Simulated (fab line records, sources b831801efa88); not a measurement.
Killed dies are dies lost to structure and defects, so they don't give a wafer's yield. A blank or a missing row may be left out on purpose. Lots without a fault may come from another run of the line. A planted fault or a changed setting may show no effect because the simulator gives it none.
fab line records | flow sky130
record lots=6 wafers=18 last_day=49
route steps=708 shown LOCAL_INTERCONNECT@396 CONTACT@406 METAL1@434 PAD_OPEN@708
lots that met no fault: from a run of the same line without faults
start_h: hours from the record's first day to the start of the lot's first wafer shown | wait_h: hours since the lot's step before | " the same as in the row above | L1.1+2: a row that stands for several wafers | - no value, or no start given | * or withheld: withheld | < > ~ a bound
route shown NAME@n: a module of which the file shows steps, and the number in the route of the first | usual: mean/standard deviation of fault-free wafers | same: alike in all rows | chamber/n: place in a boat | sites: the reading at each site | _std_site: their standard deviation | _edge_site: outer sites' mean less inner sites' | radius_mm: how far each site lies from the wafer's centre | mask NAME#n: copy n | behind: the tool/chamber that last shaped the wafer | hold: why the lot was held/for how many hours/how that ended | device: the transistor (n, p or np) that didn't switch | end of line: the same wafers' tests at the end of the route | a step without rows: its recipe alone | killed: dies lost to structure and defects at the first sort, not the wafer's yield | map: a wafer's dies, x killed, . not, _ none there
set.NAME: the setting as run; set.NAME@STEP: as run at that earlier step | model.NAME: the simulator's own value behind a step, which no gauge read
lots at some steps of the route; a table a step, a row a wafer
services: from which hour (start_h, from the record's first day; less than 0 if before it) a tool's chamber was out of use, for how many hours, and why
## steps
# step SKY_LOCAL_INTERCONNECT_PEB_09
# recipe peb_temp_c=withheld peb_time_s=withheld resist=KrF-thick
# step SKY_LOCAL_INTERCONNECT_DEVELOP_10
# recipe develop_time_s=60 resist=KrF-thick dev_temp_c=21
# step SKY_LOCAL_INTERCONNECT_CD_MEAS_11
# recipe target_cd_nm=170
# usual cd_nm=170.0/1.4
# columns lot.wafer tool chamber start_h wait_h cd_nm
L333.1 cd_sem-01 - 723.47 - 169.8
L333.2 " - " " 168.8
L333.3 " - " " 169.4
L340.1 cd_sem-01 - 785.71 - 170.8
L340.2 " - " " 168.8
L340.3 " - " " 169.1
L341.3 cd_sem-02 - 797.26 - 169.5
L341.4 " - " " 171.1
L341.5 " - " " 169.5
L347.2 cd_sem-02 - 839.29 - 169.6
L347.3 " - " " 169.2
L347.4 " - " " 171.4
L349.2 cd_sem-01 - 854.27 - 172.6
L349.3 " - " " 170.9
L349.5 " - " " 171.3
L350.1 cd_sem-02 - 861.12 - 169.3
L350.4 " - " " 170.0
L350.6 " - " " 169.6
# step SKY_LOCAL_INTERCONNECT_OVL_MEAS_12
# usual LOCAL_INTERCONNECT_OVL=-2/4.3
# columns lot.wafer tool chamber start_h wait_h LOCAL_INTERCONNECT_OVL[nm]
L333.1 overlay-01 - 723.59 0.1 2
L333.2 " - " " -2
L333.3 " - " " 2
L340.1 overlay-02 - 785.83 0.1 1
L340.2 " - " " -5
L340.3 " - " " -1
L341.3 overlay-01 - 797.36 0.1 -4
L341.4 " - " " 1
L341.5 " - " " -5
L347.2 overlay-01 - 839.39 0.1 3
L347.3 " - " " -2
L347.4 " - " " 3
L349.2 overlay-02 - 854.38 0.1 -5
L349.3 " - " " -1
L349.5 " - " " -2
L350.1 overlay-02 - 861.24 0.1 -3
L350.4 " - " " -3
L350.6 " - " " -10
# step SKY_LOCAL_INTERCONNECT_ETCH_13
# recipe chemistry=N2/H2 target=BARC ion_energy_ev=200 bias_w=100 pressure_mtorr=30 n2_flow_sccm=100 h2_flow_sccm=200 icp_w=491.1 stop_on=SiO2 time_s=45.9 target_depth_a=600
# usual drypump_motor_current_A=5.7/0.34 oes_product_au=0.855/0.0049 throttle_valve_pct=13.223/0.01
# columns lot.wafer tool chamber start_h wait_h drypump_motor_current_A oes_product_au rf_hours_counter_h throttle_valve_pct
L333.1 rie_metal-04 0 723.63 0.0 5.5 0.853 15 13.224
L333.2 " 0 " " 5.5 0.853 - 13.216
L333.3 " 0 " " 5.5 0.848 - 13.213
L340.1 rie_metal-04 0 785.87 0.0 5.5 0.846 1 13.222
L340.2 " 1 " " 6.5 0.855 14 13.234
L340.3 " 1 " " 6.5 0.848 - 13.219
L341.3 rie_metal-04 1 797.40 0.0 6.5 0.850 - 13.241
L341.4 " 0 " " 5.5 0.851 - 13.233
L341.5 " 1 " " 6.5 0.845 - 13.235
L347.2 rie_metal-04 0 839.44 0.0 5.5 0.853 - 13.208
L347.3 " 0 " " 5.5 0.856 - 13.219
L347.4 " 0 " " 5.5 0.854 - 13.203
L349.2 rie_metal-01 0 854.41 0.0 5.7 0.853 13 13.219
L349.3 " 0 " " 5.7 0.865 - 13.240
L349.5 " 1 " " 5.5 0.859 - 13.202
L350.1 rie_metal-04 0 861.27 0.0 5.5 0.857 5 13.211
L350.4 " 0 " " 5.5 0.853 - 13.246
L350.6 " 0 " " 5.5 0.850 - 13.221
# step SKY_LOCAL_INTERCONNECT_METAL_ETCH_14
# recipe target_depth_nm=110 stop_on=PSG chemistry=Cl2/BCl3 target=TiN resist_sidewall_deg=88 pressure_mtorr=10 icp_w=900 bias_w=48.5 Cl2_flow_sccm=60 bcl3_flow_sccm=30 time_s=31.4
# step SKY_LOCAL_INTERCONNECT_STRIP_15
# recipe chemistry=O2/N2 power_w=1400 pressure_mtorr=1500 platen_temp_c=withheld o2_flow_sccm=3000 n2_flow_sccm=300 overash_fraction=0.5
# step SKY_LOCAL_INTERCONNECT_STRIP_16
# recipe chemistry=post_etch_residue_remover time_s=1200 temp_c=72.5
# step SKY_LOCAL_INTERCONNECT_CLEAN_17
# recipe chemistry=IPA time_s=180 temp_c=25
# step SKY_LOCAL_INTERCONNECT_CLEAN_18
# recipe chemistry=O3/DIW dry=n2_spin
# step SKY_CONTACT_CVD_00
# recipe material=Si3N4 target_thk_nm=75 temp_c=400 time_s=withheld rf_w=450
# usual heater_power_w=735/100 susceptor_temp_C=399.96/0.22
# columns lot.wafer tool chamber start_h wait_h heater_power_w susceptor_temp_C
L333.1 pecvd-02 1 724.45 0.0 717 399.61
L333.2 " 0 " " 612 400.21
L333.3 " 2 " " 731 400.01
L340.1 pecvd-04 0 786.58 0.0 896 399.68
L340.2 " 2 " " 764 399.97
L340.3 " 1 " " 703 399.74
L341.3 pecvd-02 2 798.09 0.0 664 400.32
L341.4 " 2 " " 675 400.39
L341.5 " 0 " " 695 400.10
L347.2 pecvd-02 0 840.24 0.0 714 399.99
L347.3 " 1 " " 737 400.04
L347.4 " 1 " " 731 399.86
L349.2 pecvd-03 1 855.14 0.0 845 400.21
L349.3 " 2 " " 593 400.10
L349.5 " 1 " " 829 399.97
L350.1 pecvd-02 1 862.12 0.0 593 400.22
L350.4 " 2 " " 654 399.67
L350.6 " 1 " " 620 399.88
# step SKY_CONTACT_THK_MEAS_01
# recipe reads=Si3N4_of_CONTACT_CVD_00
# usual CONTACT_CVD_00_THK=75.4/0.94
# columns lot.wafer tool chamber start_h wait_h CONTACT_CVD_00_THK[nm]
L333.1 film_metro-03 - 724.48 - 74.2
L333.2 " - " " 74.0
L333.3 " - " " 72.5
L340.1 film_metro-01 - 786.62 - 74.8
L340.2 " - " " 75.6
L340.3 " - " " 75.5
L341.3 film_metro-01 - 798.14 - 73.8
L341.4 " - " " 74.9
L341.5 " - " " 76.1
L347.2 film_metro-02 - 840.28 - 74.7
L347.3 " - " " 75.2
L347.4 " - " " 75.9
L349.2 film_metro-03 - 855.18 - 76.0
L349.3 " - " " 75.5
L349.5 " - " " 77.1
L350.1 film_metro-02 - 862.16 - 75.3
L350.4 " - " " 74.9
L350.6 " - " " 76.5
# step SKY_CONTACT_HDPCVD_02
# recipe material=SiO2 target_thk_nm=565 sigma_open_frac=0.3 time_s=94.2 temp_c=600 sih4_flow_sccm=60 pressure_mtorr=6
# usual susceptor_temp_C=600.0/0.32
# columns lot.wafer tool chamber start_h wait_h susceptor_temp_C
L333.1 hdpcvd-01 1 724.54 0.1 600.4
L333.2 " 0 " " 599.6
L333.3 " 2 " " 599.8
L340.1 hdpcvd-02 1 786.68 0.1 599.8
L340.2 " 2 " " 600.0
L340.3 " 0 " " 600.0
L341.3 hdpcvd-02 1 798.18 0.0 599.7
L341.4 " 0 " " 600.0
L341.5 " 1 " " 600.2
L347.2 hdpcvd-01 0 840.47 0.2 599.8
L347.3 " 1 " " 599.9
L347.4 " 1 " " 599.8
L349.2 hdpcvd-01 2 855.23 0.0 600.5
L349.3 " 0 " " 600.0
L349.5 " 1 " " 600.0
L350.1 hdpcvd-02 2 862.22 0.1 600.0
L350.4 " 1 " " 600.3
L350.6 " 0 " " 600.3
# step SKY_CONTACT_THK_MEAS_03
# recipe reads=SiO2_of_CONTACT_HDPCVD_02
# usual CONTACT_HDPCVD_THK=564/6.6
# columns lot.wafer tool chamber start_h wait_h CONTACT_HDPCVD_THK[nm]
L333.1 film_metro-02 - 724.61 0.0 568
L333.2 " - " " 566
L333.3 " - " " 568
L340.1 film_metro-02 - 786.74 0.0 569
L340.2 " - " " 565
L340.3 " - " " 571
L341.3 film_metro-01 - 798.27 0.1 575
L341.4 " - " " 560
L341.5 " - " " 576
L347.2 film_metro-02 - 840.55 0.0 562
L347.3 " - " " 562
L347.4 " - " " 561
L349.2 film_metro-02 - 855.31 0.0 572
L349.3 " - " " 569
L349.5 " - " " 566
L350.1 film_metro-01 - 862.29 0.0 559
L350.4 " - " " 568
L350.6 " - " " 565
# step SKY_CONTACT_CMP_04
# recipe material=SiO2 down_force_psi=4 platen_rpm=60 pad_velocity_m_s=0.94248
# step SKY_CONTACT_BOW_MEAS_05
# recipe mode=bow
# usual CONTACT_BOW=81/6.9
# columns lot.wafer tool chamber start_h wait_h CONTACT_BOW[um]
L333.1 film_metro-01 - 724.97 0.2 85
L333.2 " - " " 89
L333.3 " - " " 91
L340.1 film_metro-03 - 787.10 0.1 75
L340.2 " - " " 89
L340.3 " - " " 76
L341.3 film_metro-01 - 798.65 0.2 82
L341.4 " - " " 84
L341.5 " - " " 86
L347.2 film_metro-02 - 840.92 0.1 81
L347.3 " - " " 93
L347.4 " - " " 80
L349.2 film_metro-02 - 855.68 0.3 80
L349.3 " - " " 90
L349.5 " - " " 88
L350.1 film_metro-03 - 862.84 0.1 76
L350.4 " - " " 79
L350.6 " - " " 88
# step SKY_CONTACT_DEHYDRATE_06
# recipe temp_c=200 time_s=60
# step SKY_CONTACT_HMDS_07
# recipe prime_time_s=60 prime_temp_c=120
# step SKY_CONTACT_COAT_08
# recipe resist=BARC temp_c=withheld time_s=withheld spin_rpm=3000 resist_thk_nm=60
# step SKY_CONTACT_COAT_09
# recipe resist=KrF-thick spin_rpm=3000 resist_thk_nm=450
# step SKY_CONTACT_SOFTBAKE_10
# recipe temp_c=100 time_s=90 resist=KrF-thick
# step SKY_CONTACT_EXPOSE_11
# recipe mask_id=CTM1 na=0.8 source_shape=annular sigma_inner=0.55 sigma_outer=0.85 target_cd_nm=170 dose_mj=38
# step SKY_CONTACT_PEB_12
# recipe peb_temp_c=withheld peb_time_s=withheld resist=KrF-thick
# step SKY_CONTACT_DEVELOP_13
# recipe develop_time_s=60 resist=KrF-thick dev_temp_c=21
# step SKY_CONTACT_CD_MEAS_14
# recipe target_cd_nm=170
# usual cd_nm=170.1/1.3
# columns lot.wafer tool chamber start_h wait_h cd_nm
L333.1 cd_sem-02 - 752.36 - 171.2
L333.2 " - " " 170.8
L333.3 " - " " 171.3
L340.1 cd_sem-01 - 813.97 - 168.0
L340.2 " - " " 168.2
L340.3 " - " " 168.2
L341.3 cd_sem-02 - 825.17 - 170.8
L341.4 " - " " 170.1
L341.5 " - " " 171.0
L347.2 cd_sem-02 - 866.69 - 170.3
L347.3 " - " " 168.4
L347.4 " - " " 168.0
L349.2 cd_sem-01 - 881.54 - 170.0
L349.3 " - " " 169.9
L349.5 " - " " 171.2
L350.1 cd_sem-02 - 889.02 - 170.7
L350.4 " - " " 168.7
L350.6 " - " " 170.7
# step SKY_CONTACT_OVL_MEAS_15
# usual CONTACT_OVL=3/5.6
# columns lot.wafer tool chamber start_h wait_h CONTACT_OVL[nm]
L333.1 overlay-02 - 752.48 0.1 -3
L333.2 " - " " -7
L333.3 " - " " 0
L340.1 overlay-02 - 814.09 0.1 -6
L340.2 " - " " 2
L340.3 " - " " 3
L341.3 overlay-01 - 825.26 0.1 3
L341.4 " - " " 1
L341.5 " - " " -3
L347.2 overlay-01 - 866.79 0.1 1
L347.3 " - " " -5
L347.4 " - " " 4
L349.2 overlay-01 - 881.65 0.1 4
L349.3 " - " " 16
L349.5 " - " " 12
L350.1 overlay-02 - 889.14 0.1 5
L350.4 " - " " 11
L350.6 " - " " 5
# step SKY_CONTACT_ETCH_16
# recipe chemistry=N2/H2 target=BARC ion_energy_ev=200 source_w=515.9 bias_w=100 pressure_mtorr=30 n2_flow_sccm=100 h2_flow_sccm=200 stop_on=SiO2 time_s=45.9 target_depth_a=600
# step SKY_CONTACT_ETCH_17
# recipe target=SiO2 chemistry=C4F8/O2/Ar stop_on=Si3N4 mask_material=KrF-thick source_w=1500 bias_w=1200 pressure_mtorr=40 c4f8_flow_sccm=withheld O2_flow_sccm=6 Ar_flow_sccm=300 time_s=withheld target_depth_a=3400
# step SKY_CONTACT_ETCH_18
# recipe target=Si3N4 chemistry=CHF3/O2 stop_on=TiN source_w=600 bias_w=200 pressure_mtorr=40 chf3_flow_sccm=50 O2_flow_sccm=5 time_s=39 target_depth_a=750
# usual drypump_motor_current_A=5.7/0.39 oes_product_au=0.857/0.0078 throttle_valve_pct=8.794/0.0095
# columns lot.wafer tool chamber start_h wait_h drypump_motor_current_A oes_product_au rf_hours_counter_h throttle_valve_pct
L333.1 rie_diel-02 3 - - 5.4 0.857 6 8.796
L333.2 " 2 " " 5.4 0.849 11 8.806
L333.3 " 1 " " 6.0 0.834 9 8.783
L340.1 rie_diel-03 1 - - 5.8 0.845 12 8.789
L340.2 " 2 " " 5.3 0.857 17 8.807
L340.3 " 3 " " 5.7 0.862 10 8.790
L341.3 rie_diel-03 2 - - 5.4 0.840 18 8.794
L341.4 " 0 " " 6.1 0.859 12 8.789
L341.5 " 3 " " 5.7 0.871 - 8.790
L347.2 rie_diel-01 1 - - 6.2 0.854 25 8.800
L347.3 " 0 " " 6.2 0.854 25 8.805
L347.4 " 3 " " 6.2 0.867 14 8.798
L349.2 rie_diel-01 1 - - 6.2 0.864 25 8.799
L349.3 " 0 " " 6.2 0.861 25 8.787
L349.5 " 1 " " 6.2 0.878 - 8.781
L350.1 rie_diel-03 0 - - 6.1 0.861 14 8.800
L350.4 " 3 " " 5.7 0.855 12 8.797
L350.6 " 2 " " 5.4 0.857 - 8.804
# step SKY_CONTACT_STRIP_19
# recipe chemistry=O2/N2 power_w=1400 pressure_mtorr=1500 platen_temp_c=withheld o2_flow_sccm=3000 n2_flow_sccm=300 overash_fraction=0.5
# step SKY_CONTACT_STRIP_20
# recipe chemistry=post_etch_residue_remover time_s=1200 temp_c=72.5
# step SKY_CONTACT_CLEAN_21
# recipe chemistry=IPA time_s=180 temp_c=25
# step SKY_CONTACT_CLEAN_22
# recipe chemistry=O3/DIW dry=n2_spin
# step SKY_CONTACT_SPUTTER_23
# recipe material=TiN target_thk_nm=20 chamber_pressure_pa=5 power_w=4000 time_s=80
# step SKY_CONTACT_CVD_24
# recipe material=W target_thk_nm=340 time_s=102.12 temp_c=400 pressure_torr=40
# step SKY_CONTACT_RS_MEAS_25
# recipe thk_meas_gauge=four-point-probe reads=W_of_CONTACT_CVD_24+TiN_of_CONTACT_SPUTTER_23
# usual CONTACT_W_RS=0.340/0.0033
# columns lot.wafer tool chamber start_h wait_h CONTACT_W_RS[ohm/sq]
L333.1 film_metro-02 - 753.77 0.1 0.338
L333.2 " - " " 0.334
L333.3 " - " " 0.336
L340.1 film_metro-01 - 815.13 0.1 0.344
L340.2 " - " " 0.341
L340.3 " - " " 0.341
L341.3 film_metro-01 - 826.22 0.1 0.341
L341.4 " - " " 0.341
L341.5 " - " " 0.344
L347.2 film_metro-01 - 867.75 0.1 0.344
L347.3 " - " " 0.338
L347.4 " - " " 0.342
L349.2 film_metro-01 - 882.64 0.1 0.339
L349.3 " - " " 0.346
L349.5 " - " " 0.341
L350.1 film_metro-02 - 890.07 0.1 0.340
L350.4 " - " " 0.340
L350.6 " - " " 0.342
# step SKY_CONTACT_THK_MEAS_26
# recipe thk_meas_gauge=xrf reads=W_of_CONTACT_CVD_24
# usual CONTACT_W_THK=346/4.4
# columns lot.wafer tool chamber start_h wait_h CONTACT_W_THK[nm]
L333.1 film_metro-02 - 753.89 0.1 348
L333.2 " - " " 353
L333.3 " - " " 350
L340.1 film_metro-01 - 815.25 0.1 344
L340.2 " - " " 345
L340.3 " - " " 345
L341.3 film_metro-01 - 826.32 0.1 344
L341.4 " - " " 346
L341.5 " - " " 344
L347.2 film_metro-01 - 867.86 0.1 339
L347.3 " - " " 346
L347.4 " - " " 342
L349.2 film_metro-01 - 882.75 0.1 345
L349.3 " - " " 339
L349.5 " - " " 343
L350.1 film_metro-02 - 890.19 0.1 344
L350.4 " - " " 345
L350.6 " - " " 345
# step SKY_CONTACT_CMP_27
# recipe stop_on=SiO2 t_overpolish_s=15 down_force_psi=3.5 platen_rpm=60 target_thk_nm=0 pad_velocity_m_s=0.94248
# usual head_pressure_psi=3.501/0.0082 motor_current_A=10.7/1.4 overpolish_run_s=14.999/0.0086 time_to_endpoint_s=82/3.3
# columns lot.wafer tool chamber start_h wait_h head_pressure_psi motor_current_A overpolish_run_s time_to_endpoint_s
L333.2 cmp-02 0 753.95 0.0 3.495 11.0 14.998 84
L333.1 " 2 " " 3.505 10.3 15.002 81
L333.3 " 3 " " 3.508 11.3 14.983 86
L340.3 cmp-01 0 815.31 0.0 3.494 8.8 15.001 84
L340.2 " 1 " " 3.491 13.4 15.006 87
L340.1 " 3 " " 3.492 10.6 15.005 84
L341.4 cmp-01 3 826.36 0.0 3.507 10.2 14.994 85
L341.3 " 0 " " 3.488 9.4 14.996 84
L341.5 " 0 " " 3.513 9.2 14.996 83
L347.2 cmp-01 1 868.12 0.3 3.501 13.5 14.998 86
L347.3 " 2 " " 3.498 10.8 14.991 86
L347.4 " 3 " " 3.498 10.4 14.992 84
L349.2 cmp-01 0 882.80 0.0 3.497 9.1 15.005 77
L349.3 " 3 " " 3.498 10.9 14.998 76
L349.5 " 0 " " 3.504 9.0 14.992 80
L350.1 cmp-01 0 890.30 0.1 3.481 9.4 15.009 85
L350.4 " 2 " " 3.512 11.6 15.003 86
L350.6 " 3 " " 3.495 10.2 14.991 87
# step SKY_METAL1_SPUTTER_00
# recipe material=Ti target_thk_nm=15 power_w=3000 time_s=10 chamber_pressure_pa=0.4
# usual throttle_valve_pct=30.5/0.93
# columns lot.wafer tool chamber start_h wait_h throttle_valve_pct
L333.1 pvd_sputter-04 - 754.25 0.1 29.7
L333.2 " - " " 29.0
L333.3 " - " " 32.6
L340.1 pvd_sputter-04 - 815.61 0.1 32.7
L340.2 " - " " 28.7
L340.3 " - " " 31.1
L341.3 pvd_sputter-02 - 826.66 0.2 29.9
L341.4 " - " " 31.8
L341.5 " - " " 30.6
L347.2 pvd_sputter-03 - 868.42 0.2 31.3
L347.3 " - " " 30.1
L347.4 " - " " 29.4
L349.2 pvd_sputter-03 - 883.10 0.2 30.1
L349.3 " - " " 30.9
L349.5 " - " " 31.3
L350.1 pvd_sputter-04 - 890.55 0.2 32.7
L350.4 " - " " 30.8
L350.6 " - " " 31.2
# step SKY_METAL1_SPUTTER_01
# recipe material=TiN target_thk_nm=20 power_w=6500 time_s=16.7 chamber_pressure_pa=0.4
# step SKY_METAL1_SPUTTER_02
# recipe material=AlCu target_thk_nm=250 power_w=10600 time_s=13.3 chamber_pressure_pa=0.4
# step SKY_METAL1_SPUTTER_03
# recipe material=Ti target_thk_nm=5 power_w=3000 time_s=3.3 chamber_pressure_pa=0.4
# step SKY_PAD_OPEN_PROBE_99
# usual killed_at_M0_to_M3=43/6.3 killed_at_M4_up=3.1/1.9 killed_at_contacts=24/5.1 killed_at_front_end=14/4.3 killed_at_other=0.3/0.53 killed_dies=85/8.8 killed_open=46/7.1 killed_short=38/5.9
# same gross_dies=492 killed_at_back_side=0
# columns lot.wafer tool chamber start_h wait_h killed_at_M0_to_M3 killed_at_M4_up killed_at_contacts killed_at_front_end killed_at_other killed_dies killed_open killed_short
L340.1 prober-01 - 1132.57 0.1 34 2 28 10 0 74 35 39
L340.2 prober-01 - 1132.62 0.1 38 0 23 14 1 76 37 39
L340.3 prober-01 - 1132.67 0.2 47 5 31 12 0 95 55 40
L341.3 prober-02 - 1143.43 0.2 43 2 12 22 1 80 41 39
L341.4 prober-02 - 1143.48 0.2 38 7 18 14 0 77 46 31
L341.5 prober-02 - 1143.53 0.2 40 8 20 17 1 86 46 39
L347.2 prober-02 - 1172.60 0.1 40 1 59 20 1 121 42 47
L347.3 prober-02 - 1172.65 0.2 37 3 79 17 0 136 54 30
L347.4 prober-02 - 1172.70 0.2 43 2 80 14 0 139 46 36
L349.2 prober-02 - 1180.84 0.1 41 0 76 16 0 133 38 44
L349.3 prober-02 - 1180.89 0.2 26 3 56 16 0 101 32 32
L349.5 prober-02 - 1180.99 0.2 45 2 73 14 0 134 52 33
# killed by level:class
L340.1 CONTACT:geometric_particle:open=8 CONTACT:geometric_particle:short=7 VIA1:geometric_particle:short=7 VIA3:geometric_particle:open=7 METAL1:geometric_particle:short=6 LI_CONTACT:geometric_particle:open=5 LOCAL_INTERCONNECT:geometric_particle:short=4 LI_CONTACT:geometric_particle:short=3
L340.2 VIA1:geometric_particle:open=8 LI_CONTACT:geometric_particle:open=7 CONTACT:geometric_particle:short=7 VIA3:geometric_particle:open=7 VIA1:geometric_particle:short=6 FIELD_ISO:geometric_particle:short=5 CONTACT:geometric_particle:open=5 METAL3:geometric_particle:short=5
L340.3 CONTACT:geometric_particle:open=14 METAL2:geometric_particle:short=11 VIA1:geometric_particle:open=8 VIA3:geometric_particle:open=8 VIA2:geometric_particle:open=6 CONTACT:geometric_particle:short=6 LI_CONTACT:geometric_particle:open=5 METAL1:geometric_particle:short=5
L341.3 VIA2:geometric_particle:open=8 CONTACT:geometric_particle:open=7 METAL1:geometric_particle:short=7 METAL2:geometric_particle:short=7 FIELD_ISO:geometric_particle:open=6 POLY_GATE:geometric_particle:short=6 VIA1:geometric_particle:open=6 FIELD_ISO:geometric_particle:short=4
L341.4 VIA2:geometric_particle:open=11 VIA1:geometric_particle:open=10 CONTACT:geometric_particle:open=8 METAL4:geometric_particle:short=5 VIA3:geometric_particle:open=5 METAL1:geometric_particle:short=4 METAL2:geometric_particle:short=4 POLY_GATE:geometric_particle:short=3
L341.5 VIA1:geometric_particle:open=13 METAL1:geometric_particle:short=7 VIA2:geometric_particle:open=7 METAL4:geometric_particle:short=7 LI_CONTACT:geometric_particle:open=6 CONTACT:geometric_particle:open=5 VIA1:geometric_particle:short=5 FIELD_ISO:geometric_particle:short=4
L347.2 CONTACT:unspecified=32 VIA1:geometric_particle:open=13 METAL1:geometric_particle:short=9 CONTACT:geometric_particle:open=9 FIELD_ISO:geometric_particle:short=8 LI_CONTACT:geometric_particle:open=5 LOCAL_INTERCONNECT:geometric_particle:short=5 CONTACT:geometric_particle:short=5
L347.3 CONTACT:unspecified=52 CONTACT:geometric_particle:open=11 LI_CONTACT:geometric_particle:open=9 VIA3:geometric_particle:open=9 VIA1:geometric_particle:open=8 VIA1:geometric_particle:short=5 FIELD_ISO:geometric_particle:open=4 FIELD_ISO:geometric_particle:short=4
L347.4 CONTACT:unspecified=57 VIA1:geometric_particle:open=11 VIA2:geometric_particle:open=8 VIA3:geometric_particle:open=7 CONTACT:geometric_particle:short=6 LI_CONTACT:geometric_particle:open=6 CONTACT:geometric_particle:open=5 VIA3:geometric_particle:short=4
L349.2 CONTACT:unspecified=51 METAL1:geometric_particle:short=12 CONTACT:geometric_particle:open=9 FIELD_ISO:geometric_particle:short=7 LOCAL_INTERCONNECT:geometric_particle:short=6 VIA1:geometric_particle:open=6 LI_CONTACT:geometric_particle:open=5 VIA2:geometric_particle:short=5
L349.3 CONTACT:unspecified=37 CONTACT:geometric_particle:short=8 VIA1:geometric_particle:open=7 CONTACT:geometric_particle:open=7 FIELD_ISO:geometric_particle:open=6 FIELD_ISO:geometric_particle:short=4 METAL1:geometric_particle:short=4 POLY_GATE:geometric_particle:short=3
L349.5 CONTACT:unspecified=49 VIA1:geometric_particle:open=11 CONTACT:geometric_particle:open=10 VIA2:geometric_particle:open=9 VIA3:geometric_particle:open=6 VIA2:geometric_particle:short=5 FIELD_ISO:geometric_particle:open=4 LI_CONTACT:geometric_particle:short=4
# map L347.4 (x killed, . not)
__________.x.x......_________
________.....x........_______
______.x...x..x..x.....x_____
_____xxxxx....x...x......____
____xxxxxxx..x....x..x....___
___xxxxxxxxx....x..........__
__xxxxxxxxx...x.x..x.x..x..._
_xxxxxxxxxxx..x.....x........
_.xxxxxxxx.x.xx..x.......x...
_x.xxxxxxx.xx....x.x..x.....x
_x.x...xx...x..x....x........
_.................x........x.
_.xxx.x......x...x.xx.......x
_x...x.....x....x....x....x..
_.............x...xx..x.x..x.
__...x..x.....x.x..x........_
___...........x...x....x...__
____....x....x...x....x...___
_____.................xx.____
______...x..........x..._____
________.......x.x...._______
__________...x.....x_________
# map L349.5 (x killed, . not)
__________.........._________
________x....x....xx.._______
______................x._____
_____x.xx.....x....xx....____
____xxxxxxx.....xx.......x___
___xxxxxxxxx..x.....x.....x__
__xxxxxxxxxxx...x......x...._
_.xxxxxxxx....x.xxx..x...xx..
_xxxxxxxxx................x..
_xxx.xx.xx.xx................
_..x..xx..x.........xx.......
_.x.........x....xx..........
_.....x...........x..x...x...
_...x.x..x.....x.....x.......
_.xxx....x.x...x.x...........
__......x.....x.........x..._
___.x...x.....xx.......xx.x__
____x...x........x.....xx.___
_____..x....x....xx.x....____
______....xx........x..._____
________....x........x_______
__________x.......xx_________
## services
# columns tool chamber start_h hours kind
cmp-01 - 705.43 0.4 repair
rie_diel-03 3 713.05 9.3 repair
cmp-01 - 716.01 1.7 repair
rie_metal-04 1 717.63 8.1 repair
cmp-01 - 718.97 5.5 pm
pvd_sputter-02 - 725.95 1.3 repair
hdpcvd-01 2 735.22 5.7 repair
rie_metal-04 0 739.93 6.8 repair
pvd_sputter-04 - 745.36 0.6 repair
pvd_sputter-04 - 750.07 2.2 repair
rie_diel-03 0 792.33 14.0 repair
hdpcvd-01 2 795.01 5.4 repair
rie_diel-01 3 795.34 8.8 repair
pvd_sputter-03 - 802.00 1.0 repair
cmp-01 - 802.23 0.9 repair
pvd_sputter-04 - 817.12 1.9 repair
rie_metal-04 1 837.16 9.7 repair
hdpcvd-02 - 838.91 2.1 repair
pecvd-02 1 851.35 5.4 repair
pecvd-02 - 855.55 5.5 pm
rie_diel-03 1 862.36 25.6 repair
pecvd-02 2 873.25 9.4 repair
hdpcvd-01 2 876.66 20.1 repair
rie_diel-03 - 881.04 0.2 repair
## key
first_sign step=SKY_PAD_OPEN_PROBE_99 reading=killed_at_contacts direction=up sigmas=9.1 usual=24 struck=70
effect step=SKY_PAD_OPEN_PROBE_99 reading=killed_dies direction=up sigmas=4.8 usual=85 struck=127
met_at SKY_CONTACT_HDPCVD_02
struck_wafers L347.2,L347.3,L347.4,L349.2,L349.3,L349.5
tester_left_out L347,L349
onset_between 724.54 840.47
also_fits SKY_CONTACT_ETCH_18:rie_diel-01,SKY_METAL1_SPUTTER_00:pvd_sputter-03
fault kind=chamber_particle_source tool=hdpcvd-01 chamber=- onset_h=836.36 steps=SKY_CONTACT_HDPCVD_02 rate_per_visit_cm2=1.0467 end_h=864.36
# tester_left_out: of these lots the tester's yield and bins aren't shown, on N5 and GAA mostly nor the transistor test; their killed dies are dies lost to structure and defects alone, not to doping, threshold or leakage, so they don't give the yield
